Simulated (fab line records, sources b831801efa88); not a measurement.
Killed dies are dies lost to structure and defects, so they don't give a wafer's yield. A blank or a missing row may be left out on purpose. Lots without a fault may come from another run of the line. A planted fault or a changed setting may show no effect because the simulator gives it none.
fab line records | flow sky130
record lots=13 wafers=39 last_day=51
route steps=708 shown FIELD_ISO@1 VT_ADJUST_HVTR@135 LDD_N@244 PAD_OPEN@708
lots that met no fault: from a run of the same line without faults
start_h: hours from the record's first day to the start of the lot's first wafer shown | wait_h: hours since the lot's step before | " the same as in the row above | L1.1+2: a row that stands for several wafers | - no value, or no start given | * or withheld: withheld | < > ~ a bound
route shown NAME@n: a module of which the file shows steps, and the number in the route of the first | usual: mean/standard deviation of fault-free wafers | same: alike in all rows | chamber/n: place in a boat | sites: the reading at each site | _std_site: their standard deviation | _edge_site: outer sites' mean less inner sites' | radius_mm: how far each site lies from the wafer's centre | mask NAME#n: copy n | behind: the tool/chamber that last shaped the wafer | hold: why the lot was held/for how many hours/how that ended | device: the transistor (n, p or np) that didn't switch | end of line: the same wafers' tests at the end of the route | a step without rows: its recipe alone | killed: dies lost to structure and defects at the first sort, not the wafer's yield | map: a wafer's dies, x killed, . not, _ none there
set.NAME: the setting as run; set.NAME@STEP: as run at that earlier step | model.NAME: the simulator's own value behind a step, which no gauge read
steps of the route over a sample of lots; a table a step, a row a wafer
services: from which hour (start_h, from the record's first day; less than 0 if before it) a tool's chamber was out of use, for how many hours, and why
## steps
# step SKY_FIELD_ISO_BOW_MEAS_00
# recipe mode=bow
# usual INCOMING_BOW=0/6.4
# columns lot.wafer tool chamber start_h wait_h INCOMING_BOW[um]
L849.1 film_metro-01 - 20.00 - 0
L849.3 " - " " 3
L849.5 " - " " -3
L851.2 film_metro-01 - 30.02 - 1
L851.4 " - " " 4
L851.6 " - " " 7
L852.1 film_metro-03 - 35.00 - -5
L852.3 " - " " 7
L852.6 " - " " -14
L853.1 film_metro-03 - 40.00 - 7
L853.2 " - " " -4
L853.3 " - " " 7
L854.2 film_metro-04 - 45.02 - -3
L854.5 " - " " 0
L854.6 " - " " 10
L855.1 film_metro-01 - 50.00 - 7
L855.2 " - " " -12
L855.3 " - " " -12
L857.2 film_metro-01 - 60.02 - 3
L857.3 " - " " 4
L857.5 " - " " -7
L858.2 film_metro-04 - 65.02 - -5
L858.4 " - " " 9
L858.5 " - " " 4
L859.1 film_metro-01 - 70.00 - 0
L859.2 " - " " 7
L859.4 " - " " -1
L860.1 film_metro-04 - 75.00 - -10
L860.2 " - " " -5
L860.3 " - " " 0
L865.3 film_metro-04 - 100.04 - 5
L865.4 " - " " 7
L865.5 " - " " 5
L867.3 film_metro-01 - 110.04 - -5
L867.4 " - " " 4
L867.5 " - " " 1
L869.1 film_metro-03 - 120.00 - 1
L869.3 " - " " 10
L869.4 " - " " 3
# step SKY_VT_ADJUST_HVTR_EXPOSE_04
# recipe mask_id=HVTRM target_cd_nm=380 na=0.6 source_shape=conventional sigma_outer=0.6 dose_mj=150
# usual exposure_dose_mJ_cm2=150.00/0.15
# columns lot.wafer tool chamber start_h wait_h mask exposure_dose_mJ_cm2
L849.1 iline_stepper-02 0 221.90 - HVTRM#0 150.10
L849.3 " 0 " " HVTRM#0 149.91
L849.5 " 0 " " HVTRM#0 149.76
L851.2 iline_stepper-02 0 234.34 - HVTRM#0 149.98
L851.4 " 0 " " HVTRM#0 149.72
L851.6 " 0 " " HVTRM#0 149.89
L852.1 iline_stepper-01 0 238.20 - HVTRM#0 149.97
L852.3 " 0 " " HVTRM#0 150.06
L852.6 " 0 " " HVTRM#0 149.88
L853.1 iline_stepper-02 0 247.90 - HVTRM#0 149.93
L853.2 " 0 " " HVTRM#0 149.92
L853.3 " 0 " " HVTRM#0 150.05
L854.2 iline_stepper-01 0 249.24 - HVTRM#0 150.05
L854.5 " 0 " " HVTRM#0 149.93
L854.6 " 0 " " HVTRM#0 149.80
L855.1 iline_stepper-02 0 260.32 - HVTRM#0 149.94
L855.2 " 0 " " HVTRM#0 149.79
L855.3 " 0 " " HVTRM#0 149.93
L857.2 iline_stepper-02 0 272.78 - HVTRM#0 150.11
L857.3 " 0 " " HVTRM#0 149.98
L857.5 " 0 " " HVTRM#0 149.99
L858.2 iline_stepper-01 0 280.94 - HVTRM#0 149.82
L858.4 " 0 " " HVTRM#0 149.93
L858.5 " 0 " " HVTRM#0 149.98
L859.1 iline_stepper-01 0 291.33 - HVTRM#0 149.93
L859.2 " 0 " " HVTRM#0 149.90
L859.4 " 0 " " HVTRM#0 149.75
L860.1 iline_stepper-01 0 300.63 - HVTRM#0 149.94
L860.2 " 0 " " HVTRM#0 149.91
L860.3 " 0 " " HVTRM#0 150.16
L865.3 iline_stepper-02 0 335.03 - HVTRM#0 150.13
L865.4 " 0 " " HVTRM#0 149.95
L865.5 " 0 " " HVTRM#0 150.22
L867.3 iline_stepper-02 0 351.23 - HVTRM#0 149.99
L867.4 " 0 " " HVTRM#0 150.09
L867.5 " 0 " " HVTRM#0 150.03
L869.1 iline_stepper-01 0 356.62 - HVTRM#0 149.88
L869.3 " 0 " " HVTRM#0 150.14
L869.4 " 0 " " HVTRM#0 150.07
# step SKY_VT_ADJUST_HVTR_CD_MEAS_07
# recipe target_cd_nm=380
# usual cd_nm=379.7/2.5
# columns lot.wafer tool chamber start_h wait_h cd_nm
L849.1 cd_sem-02 - 233.24 0.1 378.4
L849.3 " - " " 380.1
L849.5 " - " " 381.1
L851.2 cd_sem-02 - 245.40 0.1 376.5
L851.4 " - " " 377.1
L851.6 " - " " 377.3
L852.1 cd_sem-02 - 249.94 0.1 379.1
L852.3 " - " " 383.0
L852.6 " - " " 379.6
L853.1 cd_sem-02 - 260.61 0.2 378.6
L853.2 " - " " 376.3
L853.3 " - " " 377.7
L854.2 cd_sem-01 - 261.61 0.1 379.6
L854.5 " - " " 379.5
L854.6 " - " " 381.0
L855.1 cd_sem-02 - 271.89 0.1 380.5
L855.2 " - " " 383.2
L855.3 " - " " 380.3
L857.2 cd_sem-02 - 285.76 0.1 377.4
L857.3 " - " " 376.9
L857.5 " - " " 376.8
L858.2 cd_sem-01 - 293.06 0.1 379.5
L858.4 " - " " 380.3
L858.5 " - " " 379.3
L859.1 cd_sem-01 - 303.44 0.1 377.6
L859.2 " - " " 379.7
L859.4 " - " " 377.8
L860.1 cd_sem-02 - 313.69 0.1 381.6
L860.2 " - " " 381.8
L860.3 " - " " 382.2
L865.3 cd_sem-01 - 348.43 0.1 374.1
L865.4 " - " " 367.0
L865.5 " - " " 371.3
L867.3 cd_sem-01 - 364.93 0.1 378.6
L867.4 " - " " 371.2
L867.5 " - " " 372.8
L869.1 cd_sem-01 - 370.44 0.1 376.4
L869.3 " - " " 377.1
L869.4 " - " " 377.6
# step SKY_VT_ADJUST_HVTR_TW_MEAS_11
# usual VT_ADJUST_HVTR_TW=211.6/1.3
# columns lot.wafer tool chamber start_h wait_h VT_ADJUST_HVTR_TW
L849.1 film_metro-02 - 233.65 0.1 212.7
L849.3 " - " " 212.7
L849.5 " - " " 211.7
L851.2 film_metro-02 - 245.79 0.1 213.2
L851.4 " - " " 211.9
L851.6 " - " " 212.6
L852.1 film_metro-02 - 250.35 0.1 212.6
L852.3 " - " " 212.3
L852.6 " - " " 212.6
L853.1 film_metro-01 - 261.02 0.1 210.7
L853.2 " - " " 209.8
L853.3 " - " " 209.6
L854.2 film_metro-03 - 262.01 0.1 212.6
L854.5 " - " " 210.9
L854.6 " - " " 212.3
L855.1 film_metro-03 - 272.30 0.1 211.8
L855.2 " - " " 212.9
L855.3 " - " " 212.5
L857.2 film_metro-01 - 286.16 0.1 209.9
L857.3 " - " " 209.5
L857.5 " - " " 209.5
L858.2 film_metro-02 - 293.46 0.1 213.6
L858.4 " - " " 214.5
L858.5 " - " " 213.7
L859.1 film_metro-01 - 303.85 0.1 209.9
L859.2 " - " " 210.6
L859.4 " - " " 211.3
L860.1 film_metro-01 - 314.10 0.1 209.6
L860.2 " - " " 209.6
L860.3 " - " " 209.2
L865.3 film_metro-03 - 348.82 0.1 211.9
L865.4 " - " " 210.9
L865.5 " - " " 210.3
L867.3 film_metro-02 - 365.32 0.1 212.2
L867.4 " - " " 212.8
L867.5 " - " " 213.1
L869.1 film_metro-02 - 370.85 0.1 212.8
L869.3 " - " " 212.1
L869.4 " - " " 213.1
# step SKY_LDD_N_OVL_MEAS_07
# usual LDD_N_OVL=0.1/1.1
# columns lot.wafer tool chamber start_h wait_h LDD_N_OVL[nm]
L849.1 overlay-02 - 451.66 0.1 0.1
L849.3 " - " " 0.4
L849.5 " - " " -0.2
L851.2 overlay-01 - 455.25 0.1 -0.5
L851.4 " - " " -1.3
L851.6 " - " " -1.4
L852.1 overlay-01 - 462.69 0.1 0.7
L852.3 " - " " 0.6
L852.6 " - " " 3.0
L854.2 overlay-01 - 473.90 0.1 0.0
L854.5 " - " " 0.5
L854.6 " - " " -0.1
L853.1 overlay-01 - 474.29 0.1 -1.2
L853.2 " - " " -0.2
L853.3 " - " " 1.2
L855.1 overlay-01 - 485.26 0.1 -1.6
L855.2 " - " " -0.6
L855.3 " - " " -0.8
L857.2 overlay-02 - 504.70 0.1 1.7
L857.3 " - " " 0.0
L857.5 " - " " 1.0
L858.2 overlay-02 - 513.89 0.1 0.6
L858.4 " - " " 1.3
L858.5 " - " " -0.4
L859.1 overlay-01 - 524.66 0.1 -1.0
L859.2 " - " " -0.5
L859.4 " - " " 0.8
L860.1 overlay-02 - 533.91 0.1 0.2
L860.2 " - " " 0.5
L860.3 " - " " -0.6
L865.3 overlay-02 - 573.88 0.1 -1.2
L865.4 " - " " 0.3
L865.5 " - " " -1.1
L867.3 overlay-01 - 594.20 0.1 1.1
L867.4 " - " " 0.0
L867.5 " - " " 1.9
L869.1 overlay-01 - 602.59 0.1 -0.2
L869.3 " - " " -0.8
L869.4 " - " " -0.8
# step SKY_PAD_OPEN_PROBE_99
# usual killed_at_M0_to_M3=44/7.2 killed_at_M4_up=2.9/1.8 killed_at_contacts=24/5.2 killed_at_front_end=15/4 killed_at_other=0.2/0.49 killed_dies=85/9.1 killed_open=47/6.8 killed_short=38/5.7
# same gross_dies=492 killed_at_back_side=0
# columns lot.wafer tool chamber start_h wait_h killed_at_M0_to_M3 killed_at_M4_up killed_at_contacts killed_at_front_end killed_at_other killed_dies killed_open killed_short
L858.5 prober-01 - 1164.62 0.2 43 2 22 18 0 85 37 48
# killed by level:class
L858.5 CONTACT:geometric_particle:open=9 VIA1:geometric_particle:open=8 POLY_GATE:geometric_particle:short=6 LOCAL_INTERCONNECT:geometric_particle:short=6 METAL1:geometric_particle:short=6 VIA2:geometric_particle:short=6 VIA3:geometric_particle:short=6 METAL2:geometric_particle:short=5
## services
# columns tool chamber start_h hours kind
iline_stepper-01 - 202.87 2.1 repair
iline_stepper-02 - 216.34 1.7 pm
iline_stepper-01 - 242.81 1.7 pm
iline_stepper-02 - 294.08 8.9 pm
iline_stepper-01 - 348.81 2.1 pm
iline_stepper-01 - 350.89 - consumable_replace:lamp
## key
first_sign step=SKY_VT_ADJUST_HVTR_CD_MEAS_07 reading=cd_nm direction=down sigmas=3.7 usual=379.7 struck=370.6
effect none on later readings
met_at SKY_VT_ADJUST_HVTR_EXPOSE_04
struck_lots L865,L867
struck_wafers L865.4,L865.5,L867.4,L867.5
tester_left_out L865,L867
not_acting_at SKY_FIELD_ISO_BOW_MEAS_00,SKY_VT_ADJUST_HVTR_TW_MEAS_11,SKY_LDD_N_OVL_MEAS_07
onset_between 272.78 335.03
fault kind=process_parameter_drift tool=iline_stepper-02 chamber=- onset_h=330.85 steps=SKY_VT_ADJUST_HVTR_EXPOSE_04 channel=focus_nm offset=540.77 shape=step end_h=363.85 scope=struck_wafers_only
# tester_left_out: of these lots the tester's yield and bins aren't shown, on N5 and GAA mostly nor the transistor test; their killed dies are dies lost to structure and defects alone, not to doping, threshold or leakage, so they don't give the yield
